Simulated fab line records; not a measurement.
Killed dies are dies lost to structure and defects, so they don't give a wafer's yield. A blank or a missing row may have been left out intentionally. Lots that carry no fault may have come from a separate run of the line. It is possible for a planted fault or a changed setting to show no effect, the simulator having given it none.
Chamber matching :: flow gf180mcu :: GF_V4_CMP_26 on cmp-02: 4 sister chambers
The step polishes, stops on SiO2, t overpolish 15 s, target thk 0 nm. 18 wafers are shown with their chamber, then 9 later ones without.

== WAFERS, EACH WITH ITS CHAMBER ==
wafer: L478.2
chamber: 2
time to endpoint s (s): 73
motor current A (A): 11.6
overpolish run s (s): 14.986

wafer: L478.4
chamber: 0
time to endpoint s (s): 86
motor current A (A): 11.2
overpolish run s (s): 14.994

wafer: L478.6
chamber: 2
time to endpoint s (s): 76
motor current A (A): 11.4
overpolish run s (s): 14.993

wafer: L480.2
chamber: 0
time to endpoint s (s): 82
motor current A (A): 10.3
overpolish run s (s): 14.990

wafer: L480.4
chamber: 2
time to endpoint s (s): 73
motor current A (A): 11.2
overpolish run s (s): 15.013

wafer: L480.6
chamber: 2
time to endpoint s (s): 74
motor current A (A): 10.9
overpolish run s (s): 15.016

wafer: L481.1
chamber: 3
time to endpoint s (s): 78
motor current A (A): 12.9
overpolish run s (s): 15.006

wafer: L481.2
chamber: 1
time to endpoint s (s): 84
motor current A (A): 10.5
overpolish run s (s): 14.990

wafer: L481.4
chamber: 0
time to endpoint s (s): 85
motor current A (A): 10.5
overpolish run s (s): 14.992

wafer: L490.3
chamber: 2
time to endpoint s (s): 78
motor current A (A): 10.8
overpolish run s (s): 14.998

wafer: L490.5
chamber: 2
time to endpoint s (s): 73
motor current A (A): 11.3
overpolish run s (s): 14.996

wafer: L490.6
chamber: 1
time to endpoint s (s): 84
motor current A (A): 10.6
overpolish run s (s): 14.996

wafer: L491.1
chamber: 2
time to endpoint s (s): 73
motor current A (A): 10.6
overpolish run s (s): 15.005

wafer: L491.4
chamber: 1
time to endpoint s (s): 81
motor current A (A): 11.1
overpolish run s (s): 14.991

wafer: L491.6
chamber: 1
time to endpoint s (s): 85
motor current A (A): 10.7
overpolish run s (s): 15.006

wafer: L493.1
chamber: 3
time to endpoint s (s): 78
motor current A (A): 12.4
overpolish run s (s): 15.005

wafer: L493.3
chamber: 0
time to endpoint s (s): 86
motor current A (A): 11.0
overpolish run s (s): 14.998

wafer: L493.5
chamber: 0
time to endpoint s (s): 86
motor current A (A): 10.3
overpolish run s (s): 14.988

SIGNATURES (averages over the wafers above)
reading: time to endpoint s
chamber 0: 85.00
chamber 1: 83.50
chamber 2: 74.29
chamber 3: 78.00
scatter within a chamber: 1.78

reading: motor current A
chamber 0: 10.660
chamber 1: 10.725
chamber 2: 11.114
chamber 3: 12.650
scatter within a chamber: 0.358

reading: overpolish run s
chamber 0: 14.99240
chamber 1: 14.99575
chamber 2: 15.00100
chamber 3: 15.00550
scatter within a chamber: 0.00814
Rule: a wafer lies at a distance from a chamber equal to the root of the sum of squares, over the readings, of (its reading less the chamber's mean, divided by the reading's scatter). The wafer belongs to the nearest chamber; if the next one is less than 2 further off, it can't be placed. The scatter is the square root of a quotient: the sum, over the shown wafers, of each reading's squared deviation from its chamber's mean, divided by wafers minus chambers.

== WAFERS MISSING THEIR CHAMBER ==
wafer: L495.2
time to endpoint s (s): 79
motor current A (A): 12.4
overpolish run s (s): 15.012

wafer: L495.3
time to endpoint s (s): 92
motor current A (A): 10.7
overpolish run s (s): 14.981

wafer: L495.6
time to endpoint s (s): 80
motor current A (A): 10.7
overpolish run s (s): 15.012

wafer: L498.2
time to endpoint s (s): 90
motor current A (A): 10.7
overpolish run s (s): 14.990

wafer: L498.3
time to endpoint s (s): 86
motor current A (A): 11.2
overpolish run s (s): 14.999

wafer: L498.4
time to endpoint s (s): 79
motor current A (A): 12.6
overpolish run s (s): 15.003

wafer: L499.1
time to endpoint s (s): 73
motor current A (A): 12.6
overpolish run s (s): 15.011

wafer: L499.2
time to endpoint s (s): 83
motor current A (A): 11.1
overpolish run s (s): 15.004

wafer: L499.6
time to endpoint s (s): 86
motor current A (A): 10.0
overpolish run s (s): 15.002

== WHICH CHAMBER EACH ONE RAN IN ==
wafer: L495.2
from the rows above: 3
in truth: 3

wafer: L495.3
from the rows above: can't be placed: 0 or 1
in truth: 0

wafer: L495.6
from the rows above: can't be placed: 1 or 2 or 0
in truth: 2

wafer: L498.2
from the rows above: can't be placed: 0 or 1
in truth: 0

wafer: L498.3
from the rows above: can't be placed: 0 or 1
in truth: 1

wafer: L498.4
from the rows above: 3
in truth: 3

wafer: L499.1
from the rows above: can't be placed: 3 or 2
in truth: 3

wafer: L499.2
from the rows above: can't be placed: 1 or 0
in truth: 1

wafer: L499.6
from the rows above: can't be placed: 0 or 1
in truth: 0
Correct placement for 2 of the 9. Cannot be placed on the basis of these rows: 7; the candidates contain the true chamber in 7. Wrongly placed: 0.
